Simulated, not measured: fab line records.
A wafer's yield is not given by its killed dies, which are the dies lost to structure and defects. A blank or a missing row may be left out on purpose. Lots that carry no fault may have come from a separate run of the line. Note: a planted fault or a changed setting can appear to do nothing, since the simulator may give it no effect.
Problem report in the 8D (eight disciplines) form, filled by code || flow sky130 || the parts of the form that need people (team, actions taken, sign-off) are left out

## 1. WHAT IS WRONG
rfFwdPowerW at SKY_FIELD_ISO_ETCH_14 reads a mean of 572.0 W on 2 wafers of 1 lot; wafers without a fault read 494.5 W with a standard deviation of 2.2. Measured from the usual mean, that is +35 standard deviations.
The step: etches BARC in N2/H2, stops on SiO2, time 45.9 s, target depth 60 nm.
First observed at day 6 06:29: wafer L444.1, on rieDiel-03. Wafers with a number at this step in the record: 39, from 13 lots. The rule behind "out" and "out of limits": a value lying over 4 standard deviations away from the usual mean. The rest of the wafers with a number are treated as sound.

## 2. WHAT IT IS, AND WHAT IT ISN'T
{"question": "which readings at this step", "is": "rfFwdPowerW", "is not": "h2FlowSccm, oesProductAu, throttleValvePct"}
{"question": "which lots", "is": "L444", "is not": "L425, L426, L427, L428, L431, L432, L433, L434, L437, L439, L440, L441"}
{"question": "which wafers of those lots", "is": "L444.1, L444.4", "is not": "L444.5"}
{"question": "read on which tools", "is": "rieDiel-03", "is not": "rieDiel-01, rieDiel-04"}
{"question": "when", "is": "from day 6 06:29", "is not": "up to then (37 sound wafers)"}

## 3. WHAT RULES OUT EACH SUSPECT
Counting: a tool at a process step up to the reading stays a suspect if it ran every lot that is out. Sound lots after the first of them don't rule it out here, since some wafers of a struck lot are sound.
- rieDiel-03 at SKY_FIELD_ISO_ETCH_14 (etches BARC in N2/H2, stops on SiO2, time 45.9 s, target depth 60 nm): kept. L444, the lot that is out, went through it at day 6 06:29; up to then, the latest sound lot through it was L437 at day 4 18:55. On those wafers its own readings are out: rfFwdPowerW.
- At SKY_FIELD_ISO_ETCH_14 on rieDiel-03, chamber 2 took the sound wafers of the same lots and chamber 0 took the wafers that are out.
After counting, what remains is rieDiel-03 at SKY_FIELD_ISO_ETCH_14.

## 4. THE CAUSE (what the simulator had put in)
rieDiel-03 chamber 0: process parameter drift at SKY_FIELD_ISO_ETCH_14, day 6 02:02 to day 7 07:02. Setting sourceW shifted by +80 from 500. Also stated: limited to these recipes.
Only this tool survived the counting.

## 5. SEQUENCE OF EFFECTS, ordered by route
One row per reading whose mean, taken over the struck wafers that have a number, lies over 3 standard deviations from the usual. Only readings for which the record gives a usual standard deviation are gone through. hours: the time from each lot's start at the first step in this table that gives one to its start at this step, as a median over the lots. sigmas: the change in usual standard deviations.
{"hours": 0, "step": "SKY_FIELD_ISO_ETCH_14", "reading": "rfFwdPowerW", "usual": "494.5 W", "on struck wafers": 572.0, "change": "+77.5", "sigmas": "+35"}
Its process steps:
- SKY_FIELD_ISO_ETCH_14: etches BARC in N2/H2, stops on SiO2, time 45.9 s, target depth 60 nm.
At these later measuring or inspecting steps, every struck wafer for which the step has a row has a number for every such reading, and none has moved that far: SKY_NWELL_OVL_MEAS_23, SKY_NWELL_RS_MEAS_31, SKY_VT_ADJUST_NCORE_CD_MEAS_07.

## 6. WHAT WOULD HAVE CAUGHT IT SOONER
In this record the first reading out of limits was taken at day 6 06:29, 4 hours after the fault began at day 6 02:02.
